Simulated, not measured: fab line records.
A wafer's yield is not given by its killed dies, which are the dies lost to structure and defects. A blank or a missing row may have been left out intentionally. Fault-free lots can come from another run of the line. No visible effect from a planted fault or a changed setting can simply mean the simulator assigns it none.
A lot that was struck, set against a sound lot / flow sky130 / 29 steps out of a route of 708
Sound: these wafers, L806.3, L806.4, L806.6. The struck wafers were L812.2, L812.4, L812.6. Last of all comes the cause.
At each step with rows: each side's tool, then ch and its chambers, then its first start. Under that, the readings that differ: sound wafers / struck wafers / difference of the means / sigmas: that difference in standard deviations of wafers without a fault.
alike: words and numbers the same on both sides, and readings whose means are apart by under 2 such deviations; not compared: readings that were withheld, readings missing a value for some wafer, numbers with overlapping values and no deviation given by the record, and bounds like >300 which may hide the same value.
Wherever a step has rows on one side only, a row that says differs or no value, or a row with sigmas, the two part there. When numbers do not overlap yet have no deviation, they are printed without sigmas and do not part them. A reading missing from all wafers of one side parts the sides only when that side holds two or more wafers.

first, 3 steps without rows for these wafers: SKY_METAL1_EXPOSE_12 (exposes mask MM1, target cd 140 nm); SKY_METAL1_PEB_13; SKY_METAL1_DEVELOP_14 (develop time 60 s).
SKY_METAL1_CD_MEAS_15: the cd target is 140 nm.
  sound on cd_sem-02 at day 32 17:32; struck on cd_sem-01 at day 35 08:34
  alike: cd_nm
SKY_METAL1_OVL_MEAS_16:
  sound on overlay-01 at day 32 17:37; struck on overlay-01 at day 35 08:40
  alike: METAL1_OVL
SKY_METAL1_DESCUM_17: chemistry O2, time 8 s.
  sound on rie_metal-02 ch 0,1, day 32 17:39; struck on rie_metal-01 ch 0, day 35 08:41
  alike: drypump_motor_current_A, he_backside_leak_sccm, oes_product_au
  not compared: rf_hours_counter_h
SKY_METAL1_ETCH_18: etches BARC in N2/H2, stops on SiO2, time 45.9 s, target depth 60 nm.
  sound on rie_metal-02 ch 0,1, day 32 17:42; struck on rie_metal-01 ch 0, day 35 08:44
  alike: drypump_motor_current_A, he_backside_leak_sccm, oes_product_au, throttle_valve_pct
  not compared: rf_hours_counter_h
then, 1 step without rows for these wafers: SKY_METAL1_METAL_ETCH_19 (etches the open film in Cl2/BCl3, stops on SiO2, target depth 360 nm, time 78 s).
SKY_METAL1_STRIP_20: strips in O2/N2.
  sound on plasma_asher-03 ch 0,1, day 32 17:52; struck on plasma_asher-03 ch 0,1, day 35 08:53
  alike: drypump_motor_current_A, oes_product_au, strip_time_to_endpoint_s
  not compared: rf_hours_counter_h
then, 3 steps without rows for these wafers: SKY_METAL1_STRIP_21 (strips in post etch residue remover, time 1200 s); SKY_METAL1_CLEAN_22 (cleans in IPA, time 180 s); SKY_METAL1_CLEAN_23 (cleans in O3/DIW).
SKY_VIA1_HDPCVD_00: deposits SiO2, target thk 1030 nm, time 171.7 s.
  sound on hdpcvd-02 ch 1,2, day 32 18:26; struck on hdpcvd-01 ch 1,2, day 35 09:28
  alike: pressure_mtorr, sih4_flow_sccm
SKY_VIA1_THK_MEAS_01:
  sound on film_metro-04 at day 32 18:34; struck on film_metro-02 at day 35 09:35
reading=VIA1_HDPCVD_THK (nm); sound=1011 1022 1017; struck=874 867 869; difference=-147; sigmas=-15
SKY_VIA1_CMP_02: polishes SiO2.
  sound on cmp-01 ch 1,2,3, day 32 18:43; struck on cmp-02 ch 1,2,3, day 35 09:38
  alike: motor_current_A
SKY_VIA1_BOW_MEAS_03:
  sound on film_metro-02 at day 32 18:57; struck on film_metro-02 at day 35 09:58
  alike: VIA1_BOW
then, 8 steps without rows for these wafers: SKY_VIA1_DEHYDRATE_04 (time 60 s); SKY_VIA1_HMDS_05 (prime time 60 s); SKY_VIA1_COAT_06 (resist thk 60 nm); SKY_VIA1_COAT_07 (resist thk 450 nm); SKY_VIA1_SOFTBAKE_08 (time 90 s); SKY_VIA1_EXPOSE_09 (exposes mask VIM, target cd 150 nm); SKY_VIA1_PEB_10; SKY_VIA1_DEVELOP_11 (develop time 60 s).
SKY_VIA1_CD_MEAS_12: the cd target is 150 nm.
  sound on cd_sem-01 at day 33 21:06; struck on cd_sem-02 at day 36 12:12
  alike: cd_nm
SKY_VIA1_OVL_MEAS_13:
  sound on overlay-01 at day 33 21:11; struck on overlay-02 at day 36 12:18
  alike: VIA1_OVL
then, 1 step without rows for these wafers: SKY_VIA1_ETCH_14 (etches BARC in N2/H2, stops on SiO2, time 45.9 s, target depth 60 nm).
SKY_VIA1_ETCH_15: etches SiO2 in C4F8/O2/Ar, stops on TiN, target depth 351 nm, time 54 s.
  sound on rie_diel-03 ch 1,2, day 33 21:16; struck on rie_diel-02 ch 1,2, day 36 12:22
reading=oes_product_au (a.u.); sound=0.993 0.971 0.984; struck=0.751 0.750 0.738; difference=-0.236; sigmas=-45
  not compared: rf_hours_counter_h
SKY_VIA1_STRIP_16: strips in O2/N2.
  sound on plasma_asher-04 ch 0,1, day 33 21:20; struck on plasma_asher-02 ch 0,1, day 36 12:25
  alike: drypump_motor_current_A, oes_product_au, strip_time_to_endpoint_s
  not compared: rf_hours_counter_h

## WHERE THEY PART
At SKY_VIA1_THK_MEAS_01 first; at SKY_VIA1_ETCH_15 last (within this record only). Later steps at which nothing parts them and some readings are alike: SKY_VIA1_STRIP_16.

WHY: what the simulator had put in
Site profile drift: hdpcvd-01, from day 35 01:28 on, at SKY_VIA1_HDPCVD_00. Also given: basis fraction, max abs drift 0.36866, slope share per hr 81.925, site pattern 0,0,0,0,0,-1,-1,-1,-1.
